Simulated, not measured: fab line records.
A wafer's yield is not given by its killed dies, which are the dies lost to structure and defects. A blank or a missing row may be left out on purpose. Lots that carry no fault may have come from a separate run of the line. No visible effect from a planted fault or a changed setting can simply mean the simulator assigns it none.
Check for tools in common | flow gf180mcu | Sampled: 13 lots, 39 wafers

## REASON IT WAS OPENED
At GF_CONTACT_CD_MEAS_14 the reading cd_nm is flagged on 1 of 13 lots. No-fault wafers: 219.7 nm, standard deviation 1.4.
Rule: a lot is flagged in two cases, either no wafer of it has a number, or all its wafers with numbers fall more than 4 standard deviations from that mean. The other lots count as sound.

lot  | measured     | on        | cd_nm (nm), wafer by wafer | flag
L393 | day 16 18:40 | cd_sem-01 | 219.0 217.5 217.8          |
L395 | day 17 00:26 | cd_sem-02 | 220.5 219.7 219.8          |
L397 | day 18 09:57 | cd_sem-01 | 220.1 219.4 218.1          |
L399 | day 18 18:10 | cd_sem-02 | 219.6 221.0 219.8          |
L400 | day 19 04:17 | cd_sem-02 | 217.0 219.8 219.1          |
L401 | day 19 15:16 | cd_sem-02 | 220.2 220.4 221.8          |
L404 | day 20 15:56 | cd_sem-02 | 174.3 175.8 174.8          | FLAGGED
L407 | day 21 13:42 | cd_sem-01 | 217.3 216.0 217.0          |
L408 | day 21 23:01 | cd_sem-02 | 218.6 219.7 219.8          |
L409 | day 22 06:19 | cd_sem-02 | 222.6 222.0 222.5          |
L410 | day 22 18:14 | cd_sem-02 | 221.8 222.0 221.3          |
L413 | day 23 13:15 | cd_sem-02 | 221.1 220.4 220.6          |
L415 | day 24 04:49 | cd_sem-02 | 218.4 219.8 219.5          |
Average over the flagged lots: 175.0 nm; offset from the usual -44.7 nm, equal to -32 standard deviations.

## WHICH TOOL EACH LOT WENT THROUGH
The record holds 3 process steps before the reading, out of a route of 602 steps. Each cell gives the tool, then ch followed by the chambers the sampled wafers passed through, then the start.
lot  | flag    | GF_SALICIDE_SPUTTER_02       | GF_CONTACT_CMP_04             | GF_CONTACT_EXPOSE_11
L393 |         | pvd_sputter-03, day 15 18:38 | cmp-02 ch 0,2,3, day 15 19:23 | krf_scanner-01 ch 0, day 16 06:56
L395 |         | pvd_sputter-01, day 16 01:00 | cmp-01 ch 2,3, day 16 01:46   | krf_scanner-01 ch 0, day 16 13:49
L397 |         | pvd_sputter-01, day 17 09:46 | cmp-02 ch 0,3, day 17 10:33   | krf_scanner-01 ch 0, day 17 22:28
L399 |         | pvd_sputter-02, day 17 17:32 | cmp-01 ch 0,2,3, day 17 18:25 | krf_scanner-01 ch 0, day 18 05:52
L400 |         | pvd_sputter-03, day 18 02:44 | cmp-02 ch 0,1,2, day 18 03:29 | krf_scanner-01 ch 0, day 18 16:19
L401 |         | pvd_sputter-03, day 18 13:56 | cmp-01 ch 0,1,3, day 18 14:41 | krf_scanner-02 ch 0, day 19 03:32
L404 | FLAGGED | pvd_sputter-01, day 19 14:20 | cmp-01 ch 2,3, day 19 15:07   | krf_scanner-01 ch 0, day 20 03:50
L407 |         | pvd_sputter-03, day 20 12:26 | cmp-01 ch 0,1,3, day 20 13:11 | krf_scanner-02 ch 0, day 21 01:48
L408 |         | pvd_sputter-02, day 20 21:42 | cmp-01 ch 0,1,3, day 20 22:28 | krf_scanner-01 ch 0, day 21 11:14
L409 |         | pvd_sputter-03, day 21 05:27 | cmp-02 ch 0,2,3, day 21 06:13 | krf_scanner-02 ch 0, day 21 18:50
L410 |         | pvd_sputter-02, day 21 17:47 | cmp-02 ch 1,2,3, day 21 18:32 | krf_scanner-01 ch 0, day 22 06:55
L413 |         | pvd_sputter-01, day 22 13:32 | cmp-01 ch 0,1,3, day 22 14:21 | krf_scanner-01 ch 0, day 23 02:29
L415 |         | pvd_sputter-01, day 23 05:41 | cmp-02 ch 0,1,3, day 23 06:32 | krf_scanner-01 ch 0, day 23 17:57
What is done by these steps:
- GF_SALICIDE_SPUTTER_02: material Co, target thk 10 nm, time 20 s.
- GF_CONTACT_CMP_04: polishes SiO2.
- GF_CONTACT_EXPOSE_11: exposes mask Contact, target cd 220 nm.
- GF_CONTACT_CD_MEAS_14: target cd 220 nm.

## FLAGGED AGAINST TOTAL, ONE TOOL AT A TIME (gauges that did the reading follow at the end)
step                   | tool           | lots run | flagged | share of the flagged lots | sound lots run after its first flagged lot
GF_SALICIDE_SPUTTER_02 | pvd_sputter-01 | 5        | 1       | all                       | 2 (L413,L415)
GF_SALICIDE_SPUTTER_02 | pvd_sputter-02 | 3        | 0       | none                      | -
GF_SALICIDE_SPUTTER_02 | pvd_sputter-03 | 5        | 0       | none                      | -
GF_CONTACT_CMP_04      | cmp-01         | 7        | 1       | all                       | 3 (L407,L408,L413)
GF_CONTACT_CMP_04      | cmp-02         | 6        | 0       | none                      | -
GF_CONTACT_EXPOSE_11   | krf_scanner-01 | 10       | 1       | all                       | 4 (L408,L410,L413,L415)
GF_CONTACT_EXPOSE_11   | krf_scanner-02 | 3        | 0       | none                      | -
GF_CONTACT_CD_MEAS_14  | cd_sem-01      | 3        | 0       | none                      | -
GF_CONTACT_CD_MEAS_14  | cd_sem-02      | 10       | 1       | all                       | 5 (L408,L409,L410,L413,L415)

## WHAT IS ALLOWED BY THE TABLE
4 rows of the table ran every flagged lot: pvd_sputter-01 at GF_SALICIDE_SPUTTER_02, cmp-01 at GF_CONTACT_CMP_04, krf_scanner-01 at GF_CONTACT_EXPOSE_11, cd_sem-02 at GF_CONTACT_CD_MEAS_14.
- pvd_sputter-01 at GF_SALICIDE_SPUTTER_02: 1 of its 5 lots flagged. After the first flagged lot (L413, L415), sound lots still ran on it; a lasting fault on the whole tool would not permit that.
- cmp-01 at GF_CONTACT_CMP_04: 1 of its 7 lots flagged. After the first flagged lot (L407, L408, L413), sound lots still ran on it; a lasting fault on the whole tool would not permit that.
- krf_scanner-01 at GF_CONTACT_EXPOSE_11: 1 of its 10 lots flagged. After the first flagged lot (L408, L410, L413, L415), sound lots still ran on it; a lasting fault on the whole tool would not permit that.
- cd_sem-02 at GF_CONTACT_CD_MEAS_14: 1 of its 10 lots flagged. After the first flagged lot (L408, L409, L410, L413, L415), sound lots still ran on it; a lasting fault on the whole tool would not permit that.
No row of the table ran every flagged lot and no sound lot after the first.

## WHAT THE SIMULATOR HAD PUT IN
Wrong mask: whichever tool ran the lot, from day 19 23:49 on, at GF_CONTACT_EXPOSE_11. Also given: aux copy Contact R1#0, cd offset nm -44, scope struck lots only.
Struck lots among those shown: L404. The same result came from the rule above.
